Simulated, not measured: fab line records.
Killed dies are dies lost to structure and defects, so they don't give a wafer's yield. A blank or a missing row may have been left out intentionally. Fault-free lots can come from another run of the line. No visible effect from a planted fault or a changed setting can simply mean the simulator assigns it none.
Check of tool commonality ; flow sky130 ; Lots sampled 14, wafers sampled 42

== THE REASON FOR OPENING IT ==
At SKY_SD_N_CD_MEAS_07 the reading cd_nm is flagged on 2 of 14 lots. Fault-free wafers read 380.4 nm, with a standard deviation of 2.9.
Rule: a lot is flagged in two cases, either no wafer of it has a number, or all its wafers with numbers fall more than 4 standard deviations from that mean. The rest of the lots are taken to be sound.

lot;measured;on;cd_nm (nm), wafer by wafer;flag
L497;day 28 01:09;cd_sem-02;380.0 380.6 379.9;
L498;day 28 13:19;cd_sem-01;381.5 377.1 380.0;
L499;day 28 22:20;cd_sem-02;378.4 381.3 381.7;
L500;day 29 08:13;cd_sem-02;380.5 379.3 376.2;
L501;day 29 23:44;cd_sem-02;378.2 377.0 378.2;
L502;day 30 02:12;cd_sem-01;381.4 379.0 381.0;
L504;day 30 21:27;cd_sem-02;380.8 380.5 380.4;
L507;day 31 21:05;cd_sem-02;387.9 385.8 386.1;
L511;day 32 16:07;cd_sem-01;441.7 443.9 443.9;FLAGGED
L510;day 32 20:11;cd_sem-02;378.9 382.3 381.4;
L512;day 33 07:41;cd_sem-02;436.1 433.3 434.4;FLAGGED
L515;day 34 07:09;cd_sem-01;378.9 382.1 380.9;
L516;day 34 13:44;cd_sem-01;380.2 380.4 378.8;
L518;day 35 05:47;cd_sem-01;376.7 376.3 376.7;
Average over the flagged lots: 438.9 nm; offset from the usual +58.5 nm, equal to +20 standard deviations.

== WHICH TOOL EACH LOT WENT THROUGH ==
The record holds 2 process steps before the reading, out of a route of 708 steps. Read each cell as the tool, then ch plus the chambers that the sampled wafers visited, then the start.
lot;flag;SKY_POLY_CUT_STRIP_12;SKY_SD_N_COAT_02
L497;;plasma_asher-04 ch 0,1, day 24 09:46;litho_track-01 ch 0, day 27 10:20
L498;;plasma_asher-04 ch 0,1, day 24 21:47;litho_track-04 ch 0, day 27 23:16
L499;;plasma_asher-04 ch 0,1, day 25 08:13;litho_track-03 ch 0, day 28 08:05
L500;;plasma_asher-02 ch 0,1, day 25 17:56;litho_track-04 ch 0, day 28 17:49
L501;;plasma_asher-04 ch 0,1, day 26 09:59;litho_track-04 ch 0, day 29 09:42
L502;;plasma_asher-04 ch 0,1, day 26 13:22;litho_track-04 ch 0, day 29 12:24
L504;;plasma_asher-03 ch 0,1, day 27 08:47;litho_track-03 ch 0, day 30 07:23
L507;;plasma_asher-04 ch 0,1, day 28 09:26;litho_track-01 ch 0, day 31 07:26
L511;FLAGGED;plasma_asher-04 ch 0,1, day 29 06:34;litho_track-03 ch 0, day 32 02:58
L510;;plasma_asher-02 ch 0,1, day 29 09:59;litho_track-01 ch 0, day 32 06:14
L512;FLAGGED;plasma_asher-03 ch 0,1, day 29 20:25;litho_track-03 ch 0, day 32 17:17
L515;;plasma_asher-03 ch 0,1, day 30 22:43;litho_track-04 ch 0, day 33 18:12
L516;;plasma_asher-04 ch 1, day 31 04:38;litho_track-04 ch 0, day 34 00:18
L518;;plasma_asher-02 ch 0,1, day 31 21:52;litho_track-01 ch 0, day 34 16:26
What is done by these steps:
- SKY_POLY_CUT_STRIP_12: strips in O2/N2.
- SKY_SD_N_COAT_02: resist thk 1140 nm.
- SKY_SD_N_CD_MEAS_07: target cd 380 nm.

== FLAGGED AGAINST TOTAL, ONE TOOL AT A TIME (gauges that did the reading follow at the end) ==
step;tool;lots run;flagged;share of the flagged lots;sound lots run after its first flagged lot
SKY_POLY_CUT_STRIP_12;plasma_asher-02;3;0;none;-
SKY_POLY_CUT_STRIP_12;plasma_asher-03;3;1;some;1 (L515)
SKY_POLY_CUT_STRIP_12;plasma_asher-04;8;1;some;1 (L516)
SKY_SD_N_COAT_02;litho_track-01;4;0;none;-
SKY_SD_N_COAT_02;litho_track-03;4;2;all;0
SKY_SD_N_COAT_02;litho_track-04;6;0;none;-
SKY_SD_N_CD_MEAS_07;cd_sem-01;6;1;some;3 (L515,L516,L518)
SKY_SD_N_CD_MEAS_07;cd_sem-02;8;1;some;0

== WHAT IS ALLOWED BY THE TABLE ==
In the table, 1 row covers all flagged lots: litho_track-03 at SKY_SD_N_COAT_02.
- litho_track-03 at SKY_SD_N_COAT_02: 2 of its 4 lots flagged. A fault beginning between L504 (day 30 07:23), its last sound lot, and L511 (day 32 02:58), its first flagged one, fits the data.
Just one tool remains: litho_track-03 at SKY_SD_N_COAT_02.

== WHAT THE SIMULATOR HAD PUT IN ==
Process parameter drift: litho_track-03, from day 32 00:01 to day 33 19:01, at SKY_SD_N_COAT_02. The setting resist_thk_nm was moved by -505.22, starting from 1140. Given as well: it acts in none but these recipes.
Shown lots that were struck: L511, L512. The rule above reached the same finding.
